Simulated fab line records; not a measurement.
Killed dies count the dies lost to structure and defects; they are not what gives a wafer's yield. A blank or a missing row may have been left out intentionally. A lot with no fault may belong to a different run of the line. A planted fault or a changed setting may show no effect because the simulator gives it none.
fab line records	flow sky130
record: lots: 11	wafers: 33	last-day: 50
route steps=708 shown CAP2M@617 VIA4@641 PAD_OPEN@708
lots with no fault: from the same line, run without faults
start-h: hours from the record's opening day to when the first of the lot's shown wafers began	wait-h: how many hours have passed since the lot's step before this one	" unchanged from the row above	L1.1+2: a row that stands for several wafers	- no value, or no start was given	* or withheld: withheld	< > ~ a bound
route shown NAME@n: a module of which the file shows steps, and the number in the route of the first	usual: mean and standard deviation over wafers with no fault	same: alike in all rows	chamber/n: place in a boat	sites: readings site by site	_std_site: the values' standard deviation	_edge_site: mean of outer sites minus mean of inner sites	radius-mm: for every site, how far away it sits from the centre of the wafer	mask NAME#n: copy n	behind: tool/chamber where the wafer was last shaped	hold: why the lot went on hold/how many hours it stayed there/how the hold came to an end	device: names the non-switching transistor (n, p or np)	end of line: tests run on the same wafers once the route is complete	step lacking rows: just its recipe	killed: the dies lost at the first sort to structure and to defects; this is not the yield of the wafer	map: the dies of a wafer, with x for killed, . for not killed, _ for no die there
set.NAME: the setting the step ran with; set.NAME@STEP: the setting that earlier step ran with	model.NAME: the simulator's own value behind a step, which no gauge read
one table for each step of the route and one row for each wafer, over a sample of lots
services: the hour from which a tool's chamber was out of use, counted from the record's first day as start-h (under 0 if before that day), plus the number of hours and why
== steps ==
step: SKY_CAP2M_STRIP_14
recipe: chemistry: O2/N2	power-w: 1400	pressure-mtorr: 1500	platen-temp-c: withheld	o2-flow-sccm: 3000	n2-flow-sccm: 300	overash-fraction: 0.5
usual: chamber-pressure-mTorr: 1499.9/1.4	drypump-motor-current-A: 5.73/0.25	o2-flow-sccm: 3001/8.9	oes-product-au: 0.711/0.0043	strip-time-to-endpoint-s: 12.64/0.046
lot.wafer	tool	chamber	start-h	wait-h	chamber-pressure-mTorr	drypump-motor-current-A	o2-flow-sccm	oes-product-au	rf-hours-counter-h	strip-time-to-endpoint-s
L658.1	plasma-asher-01	1	941.91	0.1	1502.3	5.51	3010	0.712	21	12.58
L658.2	"	0	"	"	1498.9	5.29	3005	0.719	21	12.66
L658.4	"	1	"	"	1500.5	5.47	3019	0.714	-	12.65
L659.2	plasma-asher-04	0	945.70	0.1	1500.7	5.84	2997	0.705	82	12.63
L659.4	"	0	"	"	1501.4	5.83	3017	0.707	-	12.61
L659.5	"	0	"	"	1499.3	5.83	3017	0.707	-	12.63
L663.1	plasma-asher-04	0	1013.51	0.1	1499.5	5.84	3010	0.716	89	12.64
L663.3	"	0	"	"	1498.9	5.85	2992	0.716	-	12.64
L663.6	"	1	"	"	1500.8	5.72	3005	0.712	-	12.64
L665.2	plasma-asher-03	0	1025.13	0.1	1500.6	5.83	2994	0.704	61	12.70
L665.3	"	0	"	"	1501.8	5.84	3001	0.705	-	12.67
L665.5	"	0	"	"	1500.5	5.83	2999	0.709	-	12.70
L667.1	plasma-asher-04	0	1026.60	0.1	1499.1	5.83	2988	0.706	91	12.57
L667.2	"	1	"	"	1500.7	5.72	3011	0.704	91	12.60
L667.5	"	0	"	"	1501.1	5.85	2989	0.699	-	12.59
L668.1	plasma-asher-01	1	1026.65	0.1	1499.8	5.48	2998	0.712	28	12.64
L668.3	"	0	"	"	1495.7	5.32	2995	0.716	-	12.65
L668.4	"	1	"	"	1499.6	5.47	3008	0.711	-	12.65
L669.4	plasma-asher-04	0	1027.72	0.1	1501.6	5.87	3001	0.715	-	12.64
L669.5	"	0	"	"	1498.7	5.82	3000	0.712	-	12.60
L669.6	"	1	"	"	1500.3	5.73	3010	0.712	-	12.64
L677.2	plasma-asher-04	0	1085.25	0.1	1499.3	5.88	2993	0.708	97	12.58
L677.4	"	1	"	"	1501.6	5.72	3007	0.711	-	12.58
L677.6	"	0	"	"	1499.2	5.86	2992	0.711	-	12.58
L678.1	plasma-asher-04	1	1087.07	0.1	1501.0	5.72	2985	0.712	97	12.60
L678.3	"	1	"	"	1499.8	5.73	3007	0.720	-	12.62
L678.5	"	1	"	"	1500.0	5.75	2993	0.711	-	12.57
L680.2	plasma-asher-04	1	1098.56	0.1	1499.3	5.73	3007	0.709	98	12.71
L680.4	"	1	"	"	1500.1	5.72	3009	0.710	-	12.65
L680.5	"	0	"	"	1500.8	5.83	2987	0.706	-	12.70
L681.1	plasma-asher-01	0	1102.62	0.1	1501.8	5.28	3016	0.713	35	12.59
L681.3	"	0	"	"	1498.7	5.27	2995	0.710	-	12.60
L681.6	"	0	"	"	1498.6	5.26	3003	0.711	-	12.63
step: SKY_VIA4_CMP_02
recipe: material: SiO2	down-force-psi: 4	platen-rpm: 60	pad-velocity-m-s: 0.94248
usual: motor-current-A: 12.0/1.7
lot.wafer	tool	chamber	start-h	wait-h	motor-current-A
L658.2	cmp-01	0	967.63	0.0	11.1
L658.1	"	2	"	"	15.2
L658.4	"	3	"	"	13.1
L659.4	cmp-01	1	972.24	0.0	11.2
L659.2	"	2	"	"	15.0
L659.5	"	1	"	"	10.6
L663.3	cmp-01	1	1037.67	0.0	11.1
L663.1	"	0	"	"	10.7
L663.6	"	1	"	"	10.6
L665.3	cmp-01	1	1054.41	5.1	11.2
L665.2	"	2	"	"	15.1
L665.5	"	3	"	"	13.1
L667.2	cmp-02	2	1054.70	4.4	11.0
L667.1	"	3	"	"	12.6
L667.5	"	2	"	"	11.3
L669.4	cmp-01	1	1054.91	4.1	10.4
L669.6	"	1	"	"	10.3
L669.5	"	2	"	"	14.9
L668.3	cmp-02	0	1055.02	4.2	10.9
L668.1	"	1	"	"	10.4
L668.4	"	2	"	"	10.8
L677.4	cmp-01	2	1107.65	0.1	14.5
L677.2	"	3	"	"	12.7
L677.6	"	0	"	"	10.7
L678.3	cmp-01	1	1109.81	0.1	10.3
L678.1	"	3	"	"	13.5
L678.5	"	0	"	"	10.3
L680.2	cmp-01	2	1120.71	0.0	14.8
L680.4	"	1	"	"	10.8
L680.5	"	3	"	"	13.6
L681.1	cmp-01	0	1126.25	0.1	11.1
L681.3	"	1	"	"	10.5
L681.6	"	1	"	"	10.9
step: SKY_VIA4_STRIP_13
recipe: chemistry: O2/N2	power-w: 1400	pressure-mtorr: 1500	platen-temp-c: withheld	o2-flow-sccm: 3000	n2-flow-sccm: 300	overash-fraction: 0.5
usual: chamber-pressure-mTorr: 1500.0/1.3	drypump-motor-current-A: 5.5/0.37	o2-flow-sccm: 3002/8.6	oes-product-au: 0.709/0.0053	strip-time-to-endpoint-s: 12.799/0.026
lot.wafer	tool	chamber	start-h	wait-h	chamber-pressure-mTorr	drypump-motor-current-A	o2-flow-sccm	oes-product-au	rf-hours-counter-h	strip-time-to-endpoint-s
L658.1	plasma-asher-01	0	991.49	-	1498.6	5.3	2995	0.707	24	12.809
L658.2	"	1	"	"	1498.1	5.4	2990	0.711	24	12.827
L658.4	"	0	"	"	1497.2	5.2	2997	0.710	-	12.800
L659.2	plasma-asher-01	1	995.09	-	1497.1	5.5	3000	0.703	24	12.817
L659.4	"	1	"	"	1498.0	5.5	3004	0.709	-	12.831
L659.5	"	1	"	"	1499.3	5.5	3004	0.699	-	12.838
L663.1	plasma-asher-04	0	1058.80	-	1501.1	5.9	3005	0.697	94	12.762
L663.3	"	0	"	"	1500.7	5.9	3007	0.704	-	12.805
L663.6	"	1	"	"	1499.2	5.7	3002	0.704	-	12.735
L665.2	plasma-asher-01	1	1074.75	-	1502.0	5.5	3000	0.713	33	12.811
L665.3	"	1	"	"	1500.9	5.5	2984	0.705	-	12.811
L665.5	"	0	"	"	1500.7	5.3	3004	0.705	-	12.795
L667.1	plasma-asher-02	0	1075.05	-	1500.0	6.1	2992	0.704	1	12.828
L667.2	"	1	"	"	1499.2	4.8	3000	0.715	1	12.774
L667.5	"	0	"	"	1498.6	6.1	2989	0.712	-	12.819
L669.4	plasma-asher-01	0	1075.19	-	1499.8	5.3	3007	0.695	-	12.822
L669.5	"	0	"	"	1498.9	5.3	3004	0.708	-	12.823
L669.6	"	1	"	"	1501.6	5.5	2996	0.704	-	12.790
L668.1	plasma-asher-04	1	1075.59	-	1501.2	5.7	2993	0.713	96	12.806
L668.3	"	1	"	"	1499.6	5.7	3001	0.710	-	12.781
L668.4	"	0	"	"	1501.1	5.9	3004	0.707	-	12.792
L677.2	plasma-asher-04	0	1128.51	-	-	-	-	-	-	-
L677.4	"	0	"	"	-	-	-	-	-	-
L677.6	"	1	"	"	-	-	-	-	-	-
L678.1	plasma-asher-04	1	1130.51	-	-	-	-	-	-	-
L678.3	"	0	"	"	-	-	-	-	-	-
L678.5	"	1	"	"	-	-	-	-	-	-
L680.2	plasma-asher-04	1	1140.60	-	-	-	-	-	-	-
L680.4	"	1	"	"	-	-	-	-	-	-
L680.5	"	1	"	"	-	-	-	-	-	-
L681.1	plasma-asher-01	0	1146.00	-	1499.0	5.3	3003	0.709	39	12.791
L681.3	"	1	"	"	1501.3	5.5	2976	0.715	-	12.785
L681.6	"	1	"	"	1499.5	5.4	2983	0.702	-	12.834
step: SKY_VIA4_CMP_21
recipe: stop-on: SiO2	t-overpolish-s: 25	down-force-psi: 3.5	platen-rpm: 60	target-thk-nm: 0	pad-velocity-m-s: 0.94248
usual: motor-current-A: 10.9/1.3	overpolish-run-s: 25.000/0.0077	time-to-endpoint-s: 123/6.2
lot.wafer	tool	chamber	start-h	wait-h	motor-current-A	overpolish-run-s	time-to-endpoint-s
L658.1	cmp-02	0	992.48	0.1	10.6	25.002	118
L658.4	"	2	"	"	10.2	24.997	131
L658.2	"	3	"	"	11.7	25.002	128
L659.2	cmp-01	2	996.18	0.1	13.8	25.006	124
L659.4	"	3	"	"	12.1	24.992	126
L659.5	"	0	"	"	10.2	25.001	117
L663.3	cmp-02	1	1059.83	0.0	9.9	24.997	115
L663.1	"	2	"	"	10.6	24.999	127
L663.6	"	2	"	"	10.7	25.002	133
L667.1	cmp-01	0	1076.19	0.1	10.0	25.000	118
L667.2	"	2	"	"	14.2	24.997	117
L667.5	"	1	"	"	10.3	24.998	114
L665.2	cmp-02	0	1076.29	0.1	10.5	25.000	119
L665.3	"	1	"	"	9.2	25.002	118
L665.5	"	3	"	"	11.7	25.011	131
L668.4	cmp-02	1	1077.53	0.2	9.6	24.995	119
L668.3	"	2	"	"	10.5	24.988	129
L668.1	"	0	"	"	9.9	25.002	116
L669.4	cmp-01	1	1077.90	0.5	9.7	25.000	116
L669.5	"	2	"	"	14.1	24.992	118
L669.6	"	3	"	"	12.0	25.016	125
L677.4	cmp-02	3	1129.62	0.1	12.0	25.005	129
L677.2	"	0	"	"	10.4	25.001	119
L677.6	"	2	"	"	10.7	24.989	133
L678.1	cmp-01	2	1131.68	0.1	13.7	24.993	118
L678.3	"	3	"	"	12.3	25.004	122
L678.5	"	0	"	"	10.3	25.012	117
L680.2	cmp-02	2	1141.74	0.1	11.0	24.995	130
L680.4	"	3	"	"	11.5	24.995	128
L680.5	"	0	"	"	10.2	25.007	117
L681.1	cmp-02	3	1147.59	0.1	11.5	24.998	132
L681.3	"	1	"	"	9.1	24.988	118
L681.6	"	3	"	"	11.6	24.987	127
step: SKY_PAD_OPEN_PROBE_99
usual: defect-limited-yield: 82.5/1.9	killed_at_M0_to_M3: 42/6.4	killed_at_M4_up: 2.9/1.7	killed-at-contacts: 25/5.2	killed-at-front-end: 16/4.4	killed-at-other: 0.4/0.65	killed-dies: 86/9.2	killed-on-rim: 17/3.9	killed-open: 47/6.6	killed-short: 39/5.8	sort_bin_3_pad_short: 0.9/0.42	sort_bin_5_function: 10.4/1.5	sort_bin_6_memory: 6.3/1	sort-n-pass: 406/9.2	sort-yield-pct: 82.5/1.9
same: gross-dies: 492	killed-at-back-side: 0	sort_bin_4_leakage[%]: 0	sort_bin_8_speed[%]: 0
lot.wafer	tool	chamber	start-h	wait-h	hold	defect-limited-yield[%]	killed_at_M0_to_M3	killed_at_M4_up	killed-at-contacts	killed-at-front-end	killed-at-other	killed-dies	killed-on-rim	killed-open	killed-short	sort_bin_3_pad_short[%]	sort_bin_5_function[%]	sort_bin_6_memory[%]	sort-n-pass	sort-yield-pct[%]
L658.1	prober-02	-	1060.67	0.1	-	79.3	51	2	24	24	1	102	22	51	51	0.6	12.4	7.7	390	79.3
L658.2	prober-02	-	1060.72	0.1	-	81.3	49	4	18	19	2	92	22	53	37	0.6	12.6	5.5	400	81.3
L658.4	prober-02	-	1060.82	0.2	-	81.7	45	1	33	10	1	90	16	54	35	1.2	10.2	6.9	402	81.7
L659.2	prober-01	-	1064.26	0.1	-	84.6	46	3	20	7	0	76	11	41	34	0	10.2	5.3	416	84.6
L659.4	prober-01	-	1064.36	0.2	-	80.3	48	4	28	17	0	97	26	51	45	0.6	11.4	7.7	395	80.3
L659.5	prober-01	-	1064.41	0.2	-	83.9	43	1	19	14	2	79	14	32	44	1.8	9.6	4.7	413	83.9
L663.1	prober-02	-	1124.46	0.1	-	80.7	48	2	27	17	1	95	26	44	51	1.2	11.6	6.5	397	80.7
L663.3	prober-02	-	1124.56	0.2	-	82.1	42	0	32	14	0	88	24	50	38	0.4	10.0	7.5	404	82.1
L663.6	prober-02	-	1124.71	0.2	-	82.5	38	3	25	20	0	86	18	40	46	0.8	9.6	7.1	406	82.5
L665.2	prober-01	-	1140.99	0.1	-	82.3	40	5	26	16	0	87	19	47	40	0.2	11.8	5.7	405	82.3
L665.3	prober-01	-	1141.04	0.2	-	83.7	43	3	20	14	0	80	12	39	41	1.2	10.0	5.1	412	83.7
L665.5	prober-01	-	1141.14	0.2	-	83.3	40	4	21	16	1	82	10	40	42	1.0	8.9	6.7	410	83.3
L667.1	prober-02	-	1141.04	0.1	-	83.1	43	4	26	10	0	83	17	47	35	0.6	9.6	6.7	409	83.1
L667.2	prober-02	-	1141.09	0.1	-	82.7	38	1	28	18	0	85	19	47	38	0.4	10.2	6.7	407	82.7
L667.5	prober-02	-	1141.24	0.2	-	83.3	39	2	26	14	1	82	17	39	42	0.6	9.3	6.7	410	83.3
L668.1	prober-01	-	1142.44	0.1	-	78.7	51	5	26	21	2	105	17	58	47	1.0	12.0	8.3	387	78.7
L668.3	prober-01	-	1142.54	0.2	-	83.3	39	7	23	13	0	82	17	46	36	1.0	10.4	5.3	410	83.3
L668.4	prober-01	-	1142.59	0.2	-	84.1	37	5	23	13	0	78	17	40	38	1.0	10.0	4.9	414	84.1
L669.4	prober-02	-	1142.59	0.2	-	83.9	38	3	25	12	1	79	16	43	36	0.4	9.1	6.5	413	83.9
L669.5	prober-02	-	1142.64	0.2	-	83.9	43	4	18	13	1	79	15	46	33	0.6	10.4	5.1	413	83.9
L669.6	prober-02	-	1142.69	0.2	-	82.3	49	1	28	7	2	87	15	53	34	0.6	11.6	5.5	405	82.3
L677.2	prober-01	-	1187.02	0.1	await-dispo/2.1h/scrap	0.2	8	474	3	6	0	491	95	9	8	25.0	72.2	2.6	1	0.2
L677.4	prober-01	-	1187.12	0.2	await-dispo/2.1h/scrap	0.2	10	474	2	5	0	491	96	6	12	23.2	74.8	1.8	1	0.2
L677.6	prober-01	-	1187.22	0.2	await-dispo/2.1h/scrap	0	7	469	12	4	0	492	96	16	6	26.4	69.7	3.9	0	0
L678.1	prober-02	-	1188.27	0.1	await-dispo/1.5h/scrap	0.6	5	479	3	2	0	489	96	8	4	21.5	75.2	2.6	3	0.6
L678.3	prober-02	-	1188.37	0.2	await-dispo/1.5h/scrap	0.4	9	474	4	3	0	490	96	13	4	22.4	75.8	1.4	2	0.4
L678.5	prober-02	-	1188.47	0.2	await-dispo/1.5h/scrap	0.4	8	472	6	4	0	490	96	11	9	23.2	74.2	2.2	2	0.4
L680.2	prober-01	-	1195.91	0.1	await-dispo/2.5h/scrap	0.4	10	472	5	3	0	490	96	10	9	25.2	71.1	3.3	2	0.4
L680.4	prober-01	-	1196.01	0.2	await-dispo/2.5h/scrap	0.4	5	476	6	3	0	490	96	7	7	23.6	74.2	1.8	2	0.4
L680.5	prober-01	-	1196.06	0.2	await-dispo/2.5h/scrap	0.6	6	470	7	5	1	489	95	12	9	23.4	72.4	3.7	3	0.6
L681.1	prober-02	-	1202.01	0.1	-	82.3	44	2	24	17	0	87	9	49	38	1.2	10.0	6.5	405	82.3
L681.3	prober-02	-	1202.11	0.2	-	81.7	51	1	20	18	0	90	18	49	41	1.2	10.8	6.3	402	81.7
L681.6	prober-02	-	1202.26	0.2	-	81.9	35	3	29	22	0	89	16	51	38	1.0	10.2	6.9	403	81.9
killed by level:class
L658.1 VIA1:geometric-particle:open=13 CONTACT:geometric-particle:open=9 FIELD_ISO:geometric-particle:open=7 METAL2:geometric-particle:short=7 POLY_GATE:geometric-particle:short=6 VIA2:geometric-particle:short=5 CONTACT:geometric-particle:short=5 METAL1:geometric-particle:short=5
L658.2 VIA1:geometric-particle:open=11 VIA2:geometric-particle:open=8 VIA3:geometric-particle:open=8 FIELD_ISO:geometric-particle:open=7 CONTACT:geometric-particle:open=7 FIELD_ISO:geometric-particle:short=4 METAL4:geometric-particle:short=4 VIA1:geometric-particle:short=4
L658.4 CONTACT:geometric-particle:open=19 VIA2:geometric-particle:open=9 VIA1:geometric-particle:open=8 METAL2:geometric-particle:short=6 LOCAL_INTERCONNECT:geometric-particle:short=5 CONTACT:geometric-particle:short=5 VIA1:geometric-particle:short=5 FIELD_ISO:geometric-particle:open=4
L659.2 VIA1:geometric-particle:open=14 CONTACT:geometric-particle:open=7 METAL1:geometric-particle:short=6 VIA2:geometric-particle:open=6 VIA2:geometric-particle:short=5 LI_CONTACT:geometric-particle:short=4 CONTACT:geometric-particle:short=4 METAL2:geometric-particle:short=4
L659.4 CONTACT:geometric-particle:open=12 METAL1:geometric-particle:short=10 VIA2:geometric-particle:open=7 VIA1:geometric-particle:open=7 METAL2:geometric-particle:short=6 VIA3:geometric-particle:open=5 POLY_GATE:geometric-particle:short=5 METAL1:geometric-particle:open=5
L659.5 METAL1:geometric-particle:short=8 VIA1:geometric-particle:open=8 CONTACT:geometric-particle:open=6 VIA3:geometric-particle:open=6 VIA2:geometric-particle:short=5 CONTACT:geometric-particle:short=5 FIELD_ISO:geometric-particle:open=4 LI_CONTACT:geometric-particle:short=4
L663.1 VIA1:geometric-particle:open=11 METAL1:geometric-particle:short=9 LI_CONTACT:geometric-particle:open=8 METAL2:geometric-particle:short=6 VIA3:geometric-particle:open=6 POLY_GATE:geometric-particle:open=5 VIA1:geometric-particle:short=5 LI_CONTACT:geometric-particle:short=5
L663.3 LI_CONTACT:geometric-particle:open=12 VIA1:geometric-particle:open=11 CONTACT:geometric-particle:short=7 CONTACT:geometric-particle:open=7 POLY_GATE:geometric-particle:open=5 VIA2:geometric-particle:open=5 LI_CONTACT:geometric-particle:short=4 METAL2:geometric-particle:short=4
L663.6 POLY_GATE:geometric-particle:open=8 VIA1:geometric-particle:open=8 CONTACT:geometric-particle:open=7 METAL2:geometric-particle:short=6 CONTACT:geometric-particle:short=6 METAL1:geometric-particle:short=6 LI_CONTACT:geometric-particle:open=4 LI_CONTACT:geometric-particle:short=4
L665.2 CONTACT:geometric-particle:short=11 VIA1:geometric-particle:open=11 VIA3:geometric-particle:open=7 LI_CONTACT:geometric-particle:open=6 CONTACT:geometric-particle:open=5 VIA3:geometric-particle:short=5 FIELD_ISO:geometric-particle:short=4 FIELD_ISO:geometric-particle:open=4
L667.1 CONTACT:geometric-particle:open=9 VIA2:geometric-particle:open=8 LI_CONTACT:geometric-particle:open=7 METAL1:geometric-particle:short=6 VIA1:geometric-particle:open=5 METAL3:geometric-particle:short=5 VIA3:geometric-particle:open=5 LOCAL_INTERCONNECT:geometric-particle:short=4
L665.3 VIA1:geometric-particle:open=9 METAL1:geometric-particle:short=6 CONTACT:geometric-particle:open=6 VIA2:geometric-particle:open=6 LOCAL_INTERCONNECT:geometric-particle:short=5 METAL2:geometric-particle:short=5 POLY_GATE:geometric-particle:open=4 LI_CONTACT:geometric-particle:open=4
L667.2 FIELD_ISO:geometric-particle:short=8 LI_CONTACT:geometric-particle:open=8 CONTACT:geometric-particle:open=7 VIA3:geometric-particle:open=7 VIA1:geometric-particle:open=6 FIELD_ISO:geometric-particle:open=5 CONTACT:geometric-particle:short=5 METAL1:geometric-particle:short=5
L665.5 VIA1:geometric-particle:open=12 CONTACT:geometric-particle:open=8 VIA1:geometric-particle:short=7 CONTACT:geometric-particle:short=5 VIA2:geometric-particle:open=5 METAL2:geometric-particle:short=5 FIELD_ISO:geometric-particle:open=4 POLY_GATE:geometric-particle:short=4
L667.5 CONTACT:geometric-particle:open=13 METAL1:geometric-particle:short=7 LI_CONTACT:geometric-particle:open=6 METAL2:geometric-particle:short=6 POLY_GATE:geometric-particle:short=5 VIA2:geometric-particle:open=5 VIA3:geometric-particle:open=5 FIELD_ISO:geometric-particle:open=4
L668.1 VIA1:geometric-particle:open=15 CONTACT:geometric-particle:short=10 VIA3:geometric-particle:open=10 FIELD_ISO:geometric-particle:open=7 CONTACT:geometric-particle:open=7 VIA1:geometric-particle:short=6 LI_CONTACT:geometric-particle:open=5 FIELD_ISO:geometric-particle:short=4
L668.3 CONTACT:geometric-particle:open=11 VIA2:geometric-particle:open=10 VIA1:geometric-particle:open=10 METAL4:geometric-particle:short=6 CONTACT:geometric-particle:short=5 VIA3:geometric-particle:open=5 POLY_GATE:geometric-particle:short=4 FIELD_ISO:geometric-particle:open=3
L668.4 CONTACT:geometric-particle:open=13 METAL2:geometric-particle:short=8 VIA2:geometric-particle:short=6 VIA1:geometric-particle:open=6 FIELD_ISO:geometric-particle:open=4 LI_CONTACT:geometric-particle:open=4 VIA1:geometric-particle:short=4 VIA2:geometric-particle:open=4
L669.4 CONTACT:geometric-particle:open=10 VIA1:geometric-particle:open=8 VIA3:geometric-particle:open=7 METAL1:geometric-particle:short=6 METAL2:geometric-particle:short=6 POLY_GATE:geometric-particle:open=5 LOCAL_INTERCONNECT:geometric-particle:short=5 LI_CONTACT:geometric-particle:open=4
L669.5 VIA1:geometric-particle:open=11 VIA3:geometric-particle:open=8 CONTACT:geometric-particle:open=7 LI_CONTACT:geometric-particle:open=6 FIELD_ISO:geometric-particle:short=5 VIA1:geometric-particle:short=5 METAL1:geometric-particle:short=5 FIELD_ISO:geometric-particle:open=4
L669.6 VIA1:geometric-particle:open=10 CONTACT:geometric-particle:open=9 LI_CONTACT:geometric-particle:open=8 VIA2:geometric-particle:open=8 VIA3:geometric-particle:open=8 METAL2:geometric-particle:short=5 METAL1:geometric-particle:short=4 VIA2:geometric-particle:short=4
L677.2 VIA4:plasma-strip-residue=474 FIELD_ISO:geometric-particle:short=3 VIA1:geometric-particle:open=3 CONTACT:geometric-particle:open=2 VIA1:geometric-particle:short=2 VIA3:geometric-particle:open=1 POLY_GATE:geometric-particle:open=1 POLY_GATE:geometric-particle:short=1
L677.4 VIA4:plasma-strip-residue=473 VIA1:geometric-particle:short=4 POLY_GATE:geometric-particle:open=2 POLY_GATE:geometric-particle:short=2 VIA3:geometric-particle:open=2 FIELD_ISO:geometric-particle:short=1 LI_CONTACT:geometric-particle:short=1 LOCAL_INTERCONNECT:geometric-particle:open=1
L677.6 VIA4:plasma-strip-residue=469 LI_CONTACT:geometric-particle:open=5 CONTACT:geometric-particle:open=4 VIA1:geometric-particle:open=2 FIELD_ISO:geometric-particle:open=1 POLY_GATE:geometric-particle:short=1 POLY_GATE:geometric-particle:open=1 POLY_CUT:geometric-particle:open=1
L678.1 VIA4:plasma-strip-residue=477 VIA1:geometric-particle:open=2 VIA2:geometric-particle:open=2 FIELD_ISO:geometric-particle:short=1 POLY_GATE:geometric-particle:short=1 LI_CONTACT:geometric-particle:open=1 CONTACT:geometric-particle:open=1 CONTACT:geometric-particle:short=1
L678.3 VIA4:plasma-strip-residue=473 VIA2:geometric-particle:open=3 VIA1:geometric-particle:open=2 CONTACT:geometric-particle:short=1 SONOS_ONO:geometric-particle:open=1 GATE_OXIDE:geometric-particle:open=1 POLY_GATE:geometric-particle:open=1 LI_CONTACT:geometric-particle:open=1
L678.5 VIA4:plasma-strip-residue=470 LI_CONTACT:geometric-particle:open=3 VIA1:geometric-particle:open=3 FIELD_ISO:geometric-particle:short=2 METAL1:geometric-particle:short=2 POLY_GATE:geometric-particle:short=1 SPACER:geometric-particle:open=1 LI_CONTACT:geometric-particle:short=1
L680.2 VIA4:plasma-strip-residue=471 LI_CONTACT:geometric-particle:open=2 CONTACT:geometric-particle:open=2 METAL2:geometric-particle:short=2 METAL3:geometric-particle:short=2 VIA3:geometric-particle:open=2 POLY_GATE:geometric-particle:short=1 POLY_GATE:geometric-particle:open=1
L680.4 VIA4:plasma-strip-residue=476 CONTACT:geometric-particle:short=2 CONTACT:geometric-particle:open=2 VIA1:geometric-particle:open=2 VIA3:geometric-particle:open=2 POLY_GATE:geometric-particle:short=1 SPACER:geometric-particle:short=1 POLY_CUT:geometric-particle:short=1
L680.5 VIA4:plasma-strip-residue=468 LI_CONTACT:geometric-particle:open=3 CONTACT:geometric-particle:open=3 POLY_GATE:geometric-particle:open=2 METAL2:geometric-particle:short=2 METAL4:geometric-particle:short=2 FIELD_ISO:geometric-particle:short=1 FIELD_ISO:geometric-particle:open=1
L681.1 VIA1:geometric-particle:open=10 CONTACT:geometric-particle:open=9 METAL1:geometric-particle:short=8 FIELD_ISO:geometric-particle:open=7 LI_CONTACT:geometric-particle:open=7 METAL2:geometric-particle:short=7 VIA3:geometric-particle:open=7 CONTACT:geometric-particle:short=5
L681.3 VIA1:geometric-particle:open=16 METAL1:geometric-particle:short=10 LI_CONTACT:geometric-particle:open=8 CONTACT:geometric-particle:open=7 POLY_GATE:geometric-particle:open=6 METAL2:geometric-particle:short=5 VIA2:geometric-particle:open=5 FIELD_ISO:geometric-particle:short=4
L681.6 CONTACT:geometric-particle:open=16 VIA1:geometric-particle:open=10 FIELD_ISO:geometric-particle:short=6 LI_CONTACT:geometric-particle:open=6 FIELD_ISO:geometric-particle:open=5 CONTACT:geometric-particle:short=5 METAL1:geometric-particle:short=5 METAL2:geometric-particle:short=4
== services ==
tool	chamber	start-h	hours	kind
cmp-02	-	926.17	1.0	repair
plasma-asher-03	-	936.46	2.5	repair
plasma-asher-01	-	966.93	14.9	repair
cmp-01	-	1016.77	4.9	pm
cmp-02	-	1038.51	10.4	pm
cmp-02	-	1049.64	1.3	repair
plasma-asher-02	-	1055.25	9.0	pm
plasma-asher-02	0	1055.25	9.0	vent-cycle
plasma-asher-02	1	1055.25	9.0	vent-cycle
plasma-asher-02	0	1064.25	-	clean
plasma-asher-02	1	1064.25	-	clean
plasma-asher-03	-	1067.99	3.6	repair
cmp-01	-	1072.86	1.1	repair
cmp-01	-	1084.62	4.0	pm
cmp-01	-	1088.62	-	consumable-replace:conditioner
cmp-01	-	1088.62	-	consumable-replace:pad
cmp-02	-	1090.79	0.9	repair
cmp-01	-	1114.51	1.9	repair
cmp-02	-	1121.22	4.3	pm
plasma-asher-04	-	1142.10	2.8	pm
== key ==
first-sign: step: SKY_VIA4_STRIP_13	reading: tool-record	direction: missing
effect: step: SKY_PAD_OPEN_PROBE_99	reading: killed_at_M4_up	direction: up	sigmas: 99+	usual: 2.9	struck: 473.3
met-at SKY_VIA4_STRIP_13
struck-lots L677,L678,L680
later-rows-left-out L677.2,L677.4,L677.6,L678.1,L678.3,L678.5,L680.2,L680.4,L680.5
not-acting-at SKY_CAP2M_STRIP_14,SKY_VIA4_CMP_02,SKY_VIA4_CMP_21
onset-between 1075.59 1128.51
fault: kind: skipped-step-whole	tool: plasma-asher-04	chamber: -	onset-h: 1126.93	steps: SKY_VIA4_STRIP_13	scope: struck-lots-only
later-rows-left-out: the simulator's readings of these wafers behind a module that went badly wrong aren't trusted and aren't shown, but for the sort
